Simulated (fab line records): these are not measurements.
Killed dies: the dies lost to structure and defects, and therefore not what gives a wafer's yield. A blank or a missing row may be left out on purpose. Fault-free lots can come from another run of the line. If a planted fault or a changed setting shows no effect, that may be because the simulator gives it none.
fab line records	flow sky130
record: lots: 11	wafers: 33	last_day: 50
route steps=708 shown SONOS_ONO@185 GATE_OXIDE@189 POLY_GATE@218 LDD_N@247 PAD_OPEN@708
lots untouched by any fault: they come from a run of this same line in which no faults occurred
start_h: start of the lot's first displayed wafer, in hours after the record's first day	wait_h: hours elapsed since this lot's preceding step	" unchanged from the row above	L1.1+2: a single row standing in for several wafers	- no value present, or no start provided	* or withheld: withheld	< > ~ a bound
route shown NAME@n: NAME is a module with steps in the file, n the number in the route of the first one	usual: mean and standard deviation over wafers with no fault	same: alike in all rows	chamber/n: place in a boat	sites: the reading at each site	_std_site: their standard deviation	_edge_site: inner sites' mean taken away from outer sites' mean	radius_mm: for every site, how far away it sits from the centre of the wafer	mask NAME#n: copy n	behind: tool/chamber where the wafer was last shaped	hold: why the lot went on hold/how many hours it stayed there/how the hold came to an end	device: whichever transistor did not switch (one of n, p or np)	end of line: the same wafers' tests at the end of the route	for a step that has no rows: nothing shown but its recipe	killed: count of dies lost to structure and defects at first sort (not the wafer's yield)	map: the dies of a wafer, with x for killed, . for not killed, _ for no die there
set.NAME: the setting that was run; set.NAME@STEP: the one run at that earlier step	model.NAME: the simulator's own value behind a step, which no gauge read
route steps across a sampled set of lots; one table per step, one row per wafer
services: the hour from which a tool's chamber was out of use, counted from the record's first day as start_h (under 0 if before that day), plus the number of hours and why
== steps ==
step: SKY_SONOS_ONO_STRIP_17
recipe: chemistry: O2/N2	power_w: 1400	pressure_mtorr: 1500	platen_temp_c: withheld	o2_flow_sccm: 3000	n2_flow_sccm: 300	overash_fraction: 0.5
usual: drypump_motor_current_A: 5.7/0.51	oes_product_au: 0.710/0.0049	strip_time_to_endpoint_s: 14.07/0.037
lot.wafer	tool	chamber	start_h	wait_h	drypump_motor_current_A	oes_product_au	rf_hours_counter_h	strip_time_to_endpoint_s
L421.2	plasma_asher-03	1	295.51	0.0	6.0	0.707	59	14.09
L421.4	"	1	"	"	6.0	0.707	-	14.07
L421.5	"	0	"	"	5.2	0.714	-	14.08
L424.4	plasma_asher-02	0	320.67	0.0	5.0	0.714	-	14.15
L424.5	"	0	"	"	5.0	0.714	-	14.10
L424.6	"	1	"	"	6.1	0.711	-	14.13
L425.1	plasma_asher-02	0	328.54	0.0	5.0	0.712	20	14.08
L425.3	"	1	"	"	6.1	0.708	-	14.06
L425.4	"	0	"	"	5.0	0.704	-	14.06
L428.1	plasma_asher-02	1	354.94	0.0	6.1	0.707	23	14.07
L428.2	"	0	"	"	5.0	0.711	23	14.06
L428.6	"	1	"	"	6.1	0.711	-	14.09
L430.4	plasma_asher-02	1	371.75	0.0	6.1	0.713	-	14.00
L430.5	"	0	"	"	5.0	0.716	-	14.00
L430.6	"	1	"	"	6.1	0.699	-	14.00
L434.1	plasma_asher-02	1	402.30	0.0	6.1	0.720	28	14.07
L434.5	"	1	"	"	6.1	0.710	-	14.09
L434.6	"	0	"	"	5.0	0.708	-	14.10
L435.2	plasma_asher-01	1	413.04	0.0	5.7	0.708	71	14.11
L435.3	"	1	"	"	5.7	0.710	-	14.07
L435.4	"	0	"	"	6.3	0.712	-	14.07
L436.2	plasma_asher-02	0	417.75	0.0	5.0	0.709	29	14.10
L436.4	"	0	"	"	5.0	0.720	-	14.11
L436.6	"	1	"	"	6.1	0.711	-	14.14
L440.1	plasma_asher-01	0	453.98	0.0	6.3	0.706	3	14.10
L440.2	"	1	"	"	5.7	0.711	3	14.13
L440.6	"	0	"	"	6.3	0.699	-	14.06
L441.1	plasma_asher-01	0	463.40	0.0	6.4	0.708	3	14.03
L441.4	"	0	"	"	6.3	0.705	-	14.01
L441.6	"	1	"	"	5.7	0.713	-	14.03
L442.3	plasma_asher-02	1	498.63	0.0	6.1	0.721	-	14.10
L442.5	"	1	"	"	6.1	0.718	-	14.09
L442.6	"	0	"	"	5.0	0.713	-	14.06
step: SKY_GATE_OXIDE_THK_MEAS_02
recipe: reads: SiO2_of_GATE_OXIDE_OXIDATION_01
usual: GATE_OXIDE_OXIDATION_00_THK: 10.27/0.21
lot.wafer	tool	chamber	start_h	wait_h	GATE_OXIDE_OXIDATION_00_THK[nm]
L421.2	film_metro-02	-	298.44	0.0	10.05
L421.4	"	-	"	"	10.05
L421.5	"	-	"	"	10.04
L424.4	film_metro-01	-	323.51	0.0	10.23
L424.5	"	-	"	"	10.17
L424.6	"	-	"	"	10.15
L425.1	film_metro-04	-	330.75	0.0	10.24
L425.3	"	-	"	"	10.45
L425.4	"	-	"	"	10.39
L428.1	film_metro-02	-	357.31	0.0	9.91
L428.2	"	-	"	"	9.97
L428.6	"	-	"	"	10.09
L430.4	film_metro-02	-	374.13	0.0	10.79
L430.5	"	-	"	"	10.63
L430.6	"	-	"	"	10.88
L434.1	film_metro-02	-	403.92	0.0	10.34
L434.5	"	-	"	"	10.42
L434.6	"	-	"	"	10.28
L435.2	film_metro-04	-	416.06	0.0	10.15
L435.3	"	-	"	"	10.33
L435.4	"	-	"	"	10.36
L436.2	film_metro-01	-	420.65	0.0	10.69
L436.4	"	-	"	"	10.54
L436.6	"	-	"	"	10.65
L440.1	film_metro-02	-	455.89	0.0	10.47
L440.2	"	-	"	"	10.26
L440.6	"	-	"	"	10.40
L441.1	film_metro-04	-	465.17	0.0	10.46
L441.4	"	-	"	"	10.21
L441.6	"	-	"	"	10.51
L442.3	film_metro-04	-	500.23	0.0	10.37
L442.5	"	-	"	"	10.43
L442.6	"	-	"	"	10.27
step: SKY_POLY_GATE_THK_MEAS_04
recipe: reads: Si3N4_of_POLY_GATE_CVD_03
usual: POLY_GATE_CVD_03_THK: 75.4/0.61
lot.wafer	tool	chamber	start_h	wait_h	POLY_GATE_CVD_03_THK[nm]
L421.2	film_metro-03	-	355.77	0.0	76.2
L421.4	"	-	"	"	75.9
L421.5	"	-	"	"	76.0
L424.4	film_metro-03	-	385.70	0.0	74.1
L424.5	"	-	"	"	74.1
L424.6	"	-	"	"	74.4
L425.1	film_metro-03	-	392.14	0.0	74.9
L425.3	"	-	"	"	75.0
L425.4	"	-	"	"	75.1
L428.1	film_metro-01	-	423.04	0.0	76.1
L428.2	"	-	"	"	75.9
L428.6	"	-	"	"	75.9
L430.4	film_metro-04	-	440.27	0.0	75.6
L430.5	"	-	"	"	75.7
L430.6	"	-	"	"	75.8
L434.1	film_metro-03	-	473.60	0.0	74.6
L434.5	"	-	"	"	75.4
L434.6	"	-	"	"	75.3
L435.2	film_metro-03	-	481.91	0.0	75.9
L435.3	"	-	"	"	76.2
L435.4	"	-	"	"	75.5
L436.2	film_metro-01	-	488.30	0.0	75.2
L436.4	"	-	"	"	75.7
L436.6	"	-	"	"	75.1
L440.1	film_metro-04	-	543.07	0.0	75.1
L440.2	"	-	"	"	75.2
L440.6	"	-	"	"	75.3
L441.1	film_metro-03	-	543.07	0.0	74.8
L441.4	"	-	"	"	74.6
L441.6	"	-	"	"	74.3
L442.3	film_metro-03	-	563.52	0.0	75.8
L442.5	"	-	"	"	76.0
L442.6	"	-	"	"	76.9
step: SKY_LDD_N_IMPLANT_10
recipe: species: As	energy_kev: 20	dose_cm2: 7.5e+13	tilt_deg: withheld	rotation_deg: 203
usual: beam_on_s: 10.00/0.21	dose_ions_cm2: 7.5e+13/7.4e+10	faraday_current_uA: 423/8.6
lot.wafer	tool	chamber	start_h	wait_h	beam_on_s	dose_ions_cm2	faraday_current_uA
L421.2	implanter-01	0	417.69	0.1	10.16	7.508e+13	418
L421.4	"	0	"	"	10.47	7.501e+13	404
L421.5	"	0	"	"	10.28	7.505e+13	409
L424.4	implanter-01	0	449.64	0.1	10.39	7.507e+13	409
L424.5	"	0	"	"	9.91	7.514e+13	425
L424.6	"	0	"	"	10.14	7.498e+13	416
L425.1	implanter-04	0	454.93	0.1	9.81	7.496e+13	432
L425.3	"	0	"	"	9.71	7.495e+13	436
L425.4	"	0	"	"	10.25	7.503e+13	413
L428.1	implanter-04	0	486.96	0.1	10.08	7.505e+13	418
L428.2	"	0	"	"	9.75	7.502e+13	435
L428.6	"	0	"	"	9.74	7.499e+13	434
L430.4	implanter-01	0	502.79	0.1	9.73	7.504e+13	434
L430.5	"	0	"	"	10.13	7.507e+13	417
L430.6	"	0	"	"	9.97	7.504e+13	424
L434.1	implanter-04	0	536.32	0.1	45.05	4.2287e+14	528
L434.5	"	0	"	"	43.22	4.2294e+14	549
L434.6	"	0	"	"	42.34	4.2284e+14	565
L435.2	implanter-04	0	544.24	0.1	45.25	4.2288e+14	528
L435.3	"	0	"	"	43.50	4.228e+14	550
L435.4	"	0	"	"	42.59	4.2288e+14	558
L436.2	implanter-01	0	550.14	0.1	9.89	7.507e+13	427
L436.4	"	0	"	"	9.67	7.49e+13	435
L436.6	"	0	"	"	9.72	7.499e+13	435
L440.1	implanter-01	0	603.28	0.1	10.00	7.502e+13	421
L440.2	"	0	"	"	10.01	7.505e+13	423
L440.6	"	0	"	"	9.90	7.509e+13	425
L441.1	implanter-02	0	605.07	0.1	9.84	7.505e+13	429
L441.4	"	0	"	"	9.73	7.514e+13	435
L441.6	"	0	"	"	9.74	7.506e+13	434
L442.3	implanter-02	0	623.56	0.1	10.09	7.494e+13	420
L442.5	"	0	"	"	10.09	7.493e+13	419
L442.6	"	0	"	"	9.97	7.501e+13	424
step: SKY_LDD_N_STRIP_16
recipe: chemistry: O2/N2	power_w: 1400	pressure_mtorr: 1500	platen_temp_c: withheld	o2_flow_sccm: 3000	n2_flow_sccm: 300	overash_fraction: 0.5
usual: drypump_motor_current_A: 5.7/0.49	oes_product_au: 0.406/0.0046	strip_time_to_endpoint_s: 4.311/0.016
lot.wafer	tool	chamber	start_h	wait_h	drypump_motor_current_A	oes_product_au	rf_hours_counter_h	strip_time_to_endpoint_s
L421.2	plasma_asher-03	0	418.56	0.1	5.2	0.408	70	4.324
L421.4	"	0	"	"	5.2	0.406	-	4.311
L421.5	"	1	"	"	6.1	0.402	-	4.293
L424.4	plasma_asher-02	1	450.50	0.1	6.1	0.402	-	4.296
L424.5	"	1	"	"	6.1	0.399	-	4.298
L424.6	"	0	"	"	5.0	0.408	-	4.313
L425.1	plasma_asher-03	1	455.83	0.1	6.1	0.407	74	4.313
L425.3	"	1	"	"	6.1	0.408	-	4.321
L425.4	"	0	"	"	5.2	0.413	-	4.311
L428.1	plasma_asher-01	0	487.86	0.1	6.3	0.404	6	4.319
L428.2	"	1	"	"	5.7	0.417	6	4.309
L428.6	"	0	"	"	6.3	0.408	-	4.320
L430.4	plasma_asher-02	0	503.65	0.1	5.0	0.404	-	4.289
L430.5	"	0	"	"	5.0	0.408	-	4.305
L430.6	"	1	"	"	6.1	0.416	-	4.320
L434.1	plasma_asher-02	1	537.22	0.1	6.1	0.408	41	5.179
L434.5	"	0	"	"	5.0	0.406	-	5.158
L434.6	"	1	"	"	6.1	0.417	-	5.165
L435.2	plasma_asher-03	1	545.12	0.1	6.1	0.405	83	5.141
L435.3	"	0	"	"	5.2	0.406	-	5.146
L435.4	"	1	"	"	6.1	0.399	-	5.135
L436.2	plasma_asher-03	1	551.02	0.1	6.1	0.414	83	4.315
L436.4	"	1	"	"	6.1	0.400	-	4.305
L436.6	"	1	"	"	6.1	0.414	-	4.304
L440.1	plasma_asher-03	1	604.18	0.1	6.0	0.401	89	4.325
L440.2	"	0	"	"	5.2	0.414	89	4.323
L440.6	"	0	"	"	5.2	0.408	-	4.317
L441.1	plasma_asher-01	0	605.97	0.1	6.4	0.410	18	4.314
L441.4	"	1	"	"	5.7	0.414	-	4.324
L441.6	"	1	"	"	5.7	0.408	-	4.325
L442.3	plasma_asher-03	1	624.45	0.1	6.1	0.407	-	4.316
L442.5	"	1	"	"	6.1	0.403	-	4.308
L442.6	"	0	"	"	5.2	0.401	-	4.314
step: SKY_LDD_N_TW_MEAS_17
usual: LDD_N_TW: 2583/31
lot.wafer	tool	chamber	start_h	wait_h	LDD_N_TW
L421.2	film_metro-02	-	418.67	0.1	2603
L421.4	"	-	"	"	2609
L421.5	"	-	"	"	2616
L424.4	film_metro-03	-	450.59	0.1	2546
L424.5	"	-	"	"	2536
L424.6	"	-	"	"	2535
L425.1	film_metro-03	-	455.93	0.1	2542
L425.3	"	-	"	"	2527
L425.4	"	-	"	"	2544
L428.1	film_metro-02	-	487.96	0.1	2591
L428.2	"	-	"	"	2588
L428.6	"	-	"	"	2587
L430.4	film_metro-03	-	503.74	0.1	2537
L430.5	"	-	"	"	2534
L430.6	"	-	"	"	2540
L434.1	film_metro-04	-	537.32	0.1	2897
L434.5	"	-	"	"	2918
L434.6	"	-	"	"	2899
L435.2	film_metro-04	-	545.23	0.1	2903
L435.3	"	-	"	"	2912
L435.4	"	-	"	"	2903
L436.2	film_metro-02	-	551.13	0.1	2609
L436.4	"	-	"	"	2600
L436.6	"	-	"	"	2626
L440.1	film_metro-04	-	604.28	0.1	2592
L440.2	"	-	"	"	2596
L440.6	"	-	"	"	2603
L441.1	film_metro-02	-	606.07	0.1	2611
L441.4	"	-	"	"	2592
L441.6	"	-	"	"	2606
L442.3	film_metro-02	-	624.53	0.1	2601
L442.5	"	-	"	"	2600
L442.6	"	-	"	"	2597
step: SKY_PAD_OPEN_PROBE_99
usual: killed_at_M0_to_M3: 45/6.8	killed_at_M4_up: 3.1/2	killed_at_contacts: 23/5.2	killed_at_front_end: 14/3.7	killed_at_other: 0.3/0.61	killed_dies: 86/9	killed_open: 46/6.9	killed_short: 39/6.4
same: gross_dies: 492	killed_at_back_side: 0
lot.wafer	tool	chamber	start_h	wait_h	killed_at_M0_to_M3	killed_at_M4_up	killed_at_contacts	killed_at_front_end	killed_at_other	killed_dies	killed_open	killed_short
L421.2	prober-01	-	1088.01	0.1	38	0	26	16	0	80	48	32
L421.4	prober-01	-	1088.11	0.2	50	6	18	16	0	90	41	48
L421.5	prober-01	-	1088.16	0.2	40	4	16	24	0	84	49	34
L436.2	prober-02	-	1167.24	0.1	52	2	20	12	0	86	48	38
L436.4	prober-02	-	1167.34	0.2	39	3	22	17	0	81	47	34
L436.6	prober-02	-	1167.44	0.2	56	4	17	17	0	94	55	39
killed by level:class
L421.2 VIA2:geometric_particle:open=10 LI_CONTACT:geometric_particle:open=7 VIA1:geometric_particle:open=7 LOCAL_INTERCONNECT:geometric_particle:short=6 VIA3:geometric_particle:open=6 CONTACT:geometric_particle:short=6 POLY_GATE:geometric_particle:open=5 CONTACT:geometric_particle:open=5
L421.4 VIA1:geometric_particle:open=19 CONTACT:geometric_particle:short=8 POLY_GATE:geometric_particle:open=6 METAL1:geometric_particle:short=6 VIA2:geometric_particle:short=5 POLY_GATE:geometric_particle:short=4 LI_CONTACT:geometric_particle:open=4 VIA2:geometric_particle:open=4
L421.5 VIA1:geometric_particle:open=13 POLY_GATE:geometric_particle:open=6 METAL2:geometric_particle:short=6 FIELD_ISO:geometric_particle:open=5 CONTACT:geometric_particle:short=5 CONTACT:geometric_particle:open=5 VIA3:geometric_particle:open=5 POLY_GATE:geometric_particle:short=4
L436.2 VIA2:geometric_particle:open=11 VIA1:geometric_particle:open=8 VIA3:geometric_particle:open=7 METAL2:geometric_particle:short=6 LOCAL_INTERCONNECT:geometric_particle:short=6 LI_CONTACT:geometric_particle:open=5 FIELD_ISO:geometric_particle:open=4 CONTACT:geometric_particle:open=4
L436.4 VIA1:geometric_particle:open=13 CONTACT:geometric_particle:open=13 FIELD_ISO:geometric_particle:short=7 VIA1:geometric_particle:short=5 VIA3:geometric_particle:open=5 METAL1:geometric_particle:short=4 VIA2:geometric_particle:open=4 FIELD_ISO:geometric_particle:open=3
L436.6 VIA2:geometric_particle:open=10 VIA3:geometric_particle:open=10 VIA1:geometric_particle:open=9 METAL3:geometric_particle:short=8 POLY_GATE:geometric_particle:open=5 LI_CONTACT:geometric_particle:open=5 METAL2:geometric_particle:short=5 CONTACT:geometric_particle:open=4
== services ==
tool	chamber	start_h	hours	kind
implanter-01	-	310.20	3.1	repair
plasma_asher-01	-	340.88	14.6	pm
implanter-04	-	373.93	15.5	pm
plasma_asher-03	-	378.43	1.0	repair
implanter-01	-	384.93	1.9	repair
plasma_asher-03	-	396.92	2.8	pm
plasma_asher-03	-	409.34	1.6	repair
plasma_asher-01	-	421.25	9.0	pm
plasma_asher-01	0	421.25	9.0	vent_cycle
implanter-02	-	424.09	6.1	repair
implanter-02	-	445.45	10.5	repair
implanter-02	-	469.34	3.8	pm
implanter-04	-	471.85	1.4	repair
implanter-02	-	480.03	0.6	repair
plasma_asher-03	-	485.90	5.9	repair
plasma_asher-02	-	514.41	2.8	pm
implanter-01	-	532.23	4.0	repair
implanter-02	-	541.21	40.7	pm
plasma_asher-01	-	545.91	7.1	repair
plasma_asher-02	-	581.25	0.8	repair
implanter-02	-	581.87	4.3	pm
plasma_asher-02	-	589.04	14.1	repair
implanter-04	-	589.46	1.2	repair
implanter-02	-	620.76	2.2	repair
== key ==
first_sign: step: SKY_LDD_N_IMPLANT_10	reading: dose_ions_cm2	direction: up	sigmas: 99+	usual: *	struck: *
effect: step: SKY_LDD_N_IMPLANT_10	reading: beam_on_s	direction: up	sigmas: 99+	usual: 10.00	struck: 43.66
effect: step: SKY_LDD_N_STRIP_16	reading: strip_time_to_endpoint_s	direction: up	sigmas: 52	usual: *	struck: *
effect: step: SKY_LDD_N_TW_MEAS_17	reading: LDD_N_TW	direction: up	sigmas: 10	usual: 2583	struck: 2905
met_at SKY_LDD_N_IMPLANT_10
struck_lots L434,L435
tester_left_out L434,L435
not_acting_at SKY_SONOS_ONO_STRIP_17,SKY_GATE_OXIDE_THK_MEAS_02,SKY_POLY_GATE_THK_MEAS_04
onset_between 486.96 536.32
fault: kind: process_parameter_drift	tool: implanter-04	chamber: -	onset_h: 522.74	steps: SKY_LDD_N_IMPLANT_10	channel: dose_cm2	offset: *	shape: step	end_h: 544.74	acts_in: *	stated: *
tester_left_out: of these lots the tester's yield and bins aren't shown, on N5 and GAA mostly nor the transistor test; their killed dies are dies lost to structure and defects alone, not to doping, threshold or leakage, so they don't give the yield
